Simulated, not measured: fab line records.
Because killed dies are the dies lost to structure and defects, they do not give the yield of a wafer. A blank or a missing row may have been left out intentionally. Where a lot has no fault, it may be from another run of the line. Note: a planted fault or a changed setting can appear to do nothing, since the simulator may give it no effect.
Which tool was responsible? / flow sfq line / 14 lots, 42 wafers sampled, at 3 steps of a route of 325

## WHAT THE GAUGES READ, wafer by wafer
The record holds no reading of a measuring or inspecting step that can be judged against a usual standard deviation.

## EACH LOT AND THE TOOL THAT RAN IT (in order: tool; ch and the chambers of the sampled wafers; start)
lot=L599; SFQ_TRILAYER_I4_CMP_CMP_100=cmp-02 ch 0,1,3, day 44 12:50; SFQ_TRILAYER_I4_METRO_MEASURE_101=film metro-02, day 44 14:57; SFQ_TRILAYER_I4_VIA_ETCH_VIA_ETCH_106=rie diel-03 ch 1,2, day 50 01:11
lot=L601; SFQ_TRILAYER_I4_CMP_CMP_100=cmp-02 ch 0,2,3, day 50 23:13; SFQ_TRILAYER_I4_METRO_MEASURE_101=film metro-02, day 51 02:02; SFQ_TRILAYER_I4_VIA_ETCH_VIA_ETCH_106=rie diel-01 ch 0,1,2, day 51 11:20
lot=L602; SFQ_TRILAYER_I4_CMP_CMP_100=cmp-02 ch 1,3, day 51 14:03; SFQ_TRILAYER_I4_METRO_MEASURE_101=film metro-03, day 51 16:40; SFQ_TRILAYER_I4_VIA_ETCH_VIA_ETCH_106=rie diel-03 ch 0,1,3, day 51 20:12
lot=L603; SFQ_TRILAYER_I4_CMP_CMP_100=cmp-01 ch 0,1,3, day 51 17:49; SFQ_TRILAYER_I4_METRO_MEASURE_101=film metro-03, day 51 20:26; SFQ_TRILAYER_I4_VIA_ETCH_VIA_ETCH_106=rie diel-03 ch 0,2,3, day 52 01:14
lot=L605; SFQ_TRILAYER_I4_CMP_CMP_100=cmp-02 ch 2,3, day 52 13:50; SFQ_TRILAYER_I4_METRO_MEASURE_101=film metro-04, day 52 17:21; SFQ_TRILAYER_I4_VIA_ETCH_VIA_ETCH_106=rie diel-01 ch 0,1,3, day 53 19:38
lot=L612; SFQ_TRILAYER_I4_CMP_CMP_100=cmp-02 ch 0,1,2, day 60 05:52; SFQ_TRILAYER_I4_METRO_MEASURE_101=film metro-02, day 60 08:59; SFQ_TRILAYER_I4_VIA_ETCH_VIA_ETCH_106=rie diel-04 ch 1,2,3, day 65 05:44
lot=L614; SFQ_TRILAYER_I4_CMP_CMP_100=cmp-01 ch 0,2,3, day 60 19:22; SFQ_TRILAYER_I4_METRO_MEASURE_101=film metro-03, day 60 22:29; SFQ_TRILAYER_I4_VIA_ETCH_VIA_ETCH_106=rie diel-04 ch 0,2, day 65 23:37
lot=L616; SFQ_TRILAYER_I4_CMP_CMP_100=cmp-01 ch 0,1, day 62 09:02; SFQ_TRILAYER_I4_METRO_MEASURE_101=film metro-04, day 62 11:51; SFQ_TRILAYER_I4_VIA_ETCH_VIA_ETCH_106=rie diel-03 ch 1,2, day 67 00:49
lot=L617; SFQ_TRILAYER_I4_CMP_CMP_100=cmp-01 ch 0,1,2, day 62 22:16; SFQ_TRILAYER_I4_METRO_MEASURE_101=film metro-03, day 63 00:23; SFQ_TRILAYER_I4_VIA_ETCH_VIA_ETCH_106=rie diel-03 ch 0,1,3, day 67 15:13
lot=L618; SFQ_TRILAYER_I4_CMP_CMP_100=cmp-02 ch 1,2,3, day 63 09:00; SFQ_TRILAYER_I4_METRO_MEASURE_101=film metro-02, day 63 11:07; SFQ_TRILAYER_I4_VIA_ETCH_VIA_ETCH_106=rie diel-01 ch 2,3, day 68 11:43
lot=L619; SFQ_TRILAYER_I4_CMP_CMP_100=cmp-02 ch 0,1,3, day 63 15:00; SFQ_TRILAYER_I4_METRO_MEASURE_101=film metro-02, day 63 17:31; SFQ_TRILAYER_I4_VIA_ETCH_VIA_ETCH_106=rie diel-03 ch 0,2,3, day 68 22:31
lot=L620; SFQ_TRILAYER_I4_CMP_CMP_100=cmp-01 ch 1,2, day 63 20:02; SFQ_TRILAYER_I4_METRO_MEASURE_101=film metro-02, day 63 23:21; SFQ_TRILAYER_I4_VIA_ETCH_VIA_ETCH_106=rie diel-04 ch 0,1,3, day 69 11:43
lot=L621; SFQ_TRILAYER_I4_CMP_CMP_100=cmp-02 ch 2,3, day 64 02:30; SFQ_TRILAYER_I4_METRO_MEASURE_101=film metro-04, day 64 05:43; SFQ_TRILAYER_I4_VIA_ETCH_VIA_ETCH_106=rie diel-04 ch 1,2, day 69 15:19
lot=L622; SFQ_TRILAYER_I4_CMP_CMP_100=cmp-02 ch 2,3, day 64 08:00; SFQ_TRILAYER_I4_METRO_MEASURE_101=film metro-04, day 64 11:19; SFQ_TRILAYER_I4_VIA_ETCH_VIA_ETCH_106=rie diel-03 ch 0,1,2, day 69 21:42
- SFQ_TRILAYER_I4_CMP_CMP_100: polishes SiO2.
- SFQ_TRILAYER_I4_METRO_MEASURE_101
- SFQ_TRILAYER_I4_VIA_ETCH_VIA_ETCH_106: etches SiO2 in CHF3, stops on Nb, target depth 260 nm.

## WHAT THE TOOLS THEMSELVES READ (means of the sampled wafers that have a number; where no wafer has one, the mark that the record gives instead)
SFQ_TRILAYER_I4_CMP_CMP_100.
lot=L599; tool=cmp-02; motor current A (A)=9.9; time to endpoint s (s)=211
lot=L601; tool=cmp-02; motor current A (A)=9.7; time to endpoint s (s)=216
lot=L602; tool=cmp-02; motor current A (A)=11.0; time to endpoint s (s)=253
lot=L603; tool=cmp-01; motor current A (A)=9.8; time to endpoint s (s)=222
lot=L605; tool=cmp-02; motor current A (A)=10.2; time to endpoint s (s)=244
lot=L612; tool=cmp-02; motor current A (A)=10.6; time to endpoint s (s)=209
lot=L614; tool=cmp-01; motor current A (A)=10.0; time to endpoint s (s)=221
lot=L616; tool=cmp-01; motor current A (A)=9.6; time to endpoint s (s)=209
lot=L617; tool=cmp-01; motor current A (A)=10.2; time to endpoint s (s)=218
lot=L618; tool=cmp-02; motor current A (A)=10.7; time to endpoint s (s)=210
lot=L619; tool=cmp-02; motor current A (A)=9.8; time to endpoint s (s)=210
lot=L620; tool=cmp-01; motor current A (A)=9.9; time to endpoint s (s)=222
lot=L621; tool=cmp-02; motor current A (A)=10.1; time to endpoint s (s)=220
lot=L622; tool=cmp-02; motor current A (A)=10.5; time to endpoint s (s)=218

SFQ_TRILAYER_I4_METRO_MEASURE_101.
lot=L599; tool=film metro-02; thk nm (nm)=199.9
lot=L601; tool=film metro-02; thk nm (nm)=198.9
lot=L602; tool=film metro-03; thk nm (nm)=149.4
lot=L603; tool=film metro-03; thk nm (nm)=201.2
lot=L605; tool=film metro-04; thk nm (nm)=151.1
lot=L612; tool=film metro-02; thk nm (nm)=199.3
lot=L614; tool=film metro-03; thk nm (nm)=201.0
lot=L616; tool=film metro-04; thk nm (nm)=200.9
lot=L617; tool=film metro-03; thk nm (nm)=200.7
lot=L618; tool=film metro-02; thk nm (nm)=198.6
lot=L619; tool=film metro-02; thk nm (nm)=198.0
lot=L620; tool=film metro-02; thk nm (nm)=200.0
lot=L621; tool=film metro-04; thk nm (nm)=200.0
lot=L622; tool=film metro-04; thk nm (nm)=199.6

SFQ_TRILAYER_I4_VIA_ETCH_VIA_ETCH_106.
lot=L599; tool=rie diel-03; drypump motor current A (A)=6.2; oes product au (a.u.)=0.851
lot=L601; tool=rie diel-01; drypump motor current A (A)=5.8; oes product au (a.u.)=0.849
lot=L602; tool=rie diel-03; drypump motor current A (A)=6.0; oes product au (a.u.)=0.739
lot=L603; tool=rie diel-03; drypump motor current A (A)=6.4; oes product au (a.u.)=0.852
lot=L605; tool=rie diel-01; drypump motor current A (A)=5.6; oes product au (a.u.)=0.739
lot=L612; tool=rie diel-04; drypump motor current A (A)=5.7; oes product au (a.u.)=0.848
lot=L614; tool=rie diel-04; drypump motor current A (A)=6.0; oes product au (a.u.)=0.854
lot=L616; tool=rie diel-03; drypump motor current A (A)=5.8; oes product au (a.u.)=0.854
lot=L617; tool=rie diel-03; drypump motor current A (A)=6.1; oes product au (a.u.)=0.853
lot=L618; tool=rie diel-01; drypump motor current A (A)=5.6; oes product au (a.u.)=0.852
lot=L619; tool=rie diel-03; drypump motor current A (A)=6.4; oes product au (a.u.)=0.849
lot=L620; tool=rie diel-04; drypump motor current A (A)=5.6; oes product au (a.u.)=0.853
lot=L621; tool=rie diel-04; drypump motor current A (A)=5.9; oes product au (a.u.)=0.851
lot=L622; tool=rie diel-03; drypump motor current A (A)=6.1; oes product au (a.u.)=0.859

## THE ANSWER, worked out from the rows above alone
Rule: the lots themselves supply what counts as usual. The widest of any qualifying gaps counts: lots, ordered by their means at a reading, are off when they make up no more than a third of the lots, leave a main group of 4 or more, and stand apart from it by 3 or more times the standard deviation of that group's means. If all means in a main group match to the digits the tables above print for the reading, that group is not used. Also off: a lot with no number at a reading for which 4 or more lots have one. All remaining lots with rows at the step are treated as sound. After the gauges, taken in route order, come the tools' own readings; for these a lot's mean is taken, as printed above. At the first step where some lot is off, the reading lying furthest off is the one used; lots without a number count as furthest.
Off: L602, L605 (SFQ_TRILAYER_I4_CMP_CMP_100, time to endpoint s). The main group has a mean of 216 s with a standard deviation of 5.1.
If a tool, at that step or one of the process steps before it, ran each lot that is off and ran no sound lot following the first of them, it fits. None of those tried fits.

## WHAT THE SIMULATOR HAD INSERTED
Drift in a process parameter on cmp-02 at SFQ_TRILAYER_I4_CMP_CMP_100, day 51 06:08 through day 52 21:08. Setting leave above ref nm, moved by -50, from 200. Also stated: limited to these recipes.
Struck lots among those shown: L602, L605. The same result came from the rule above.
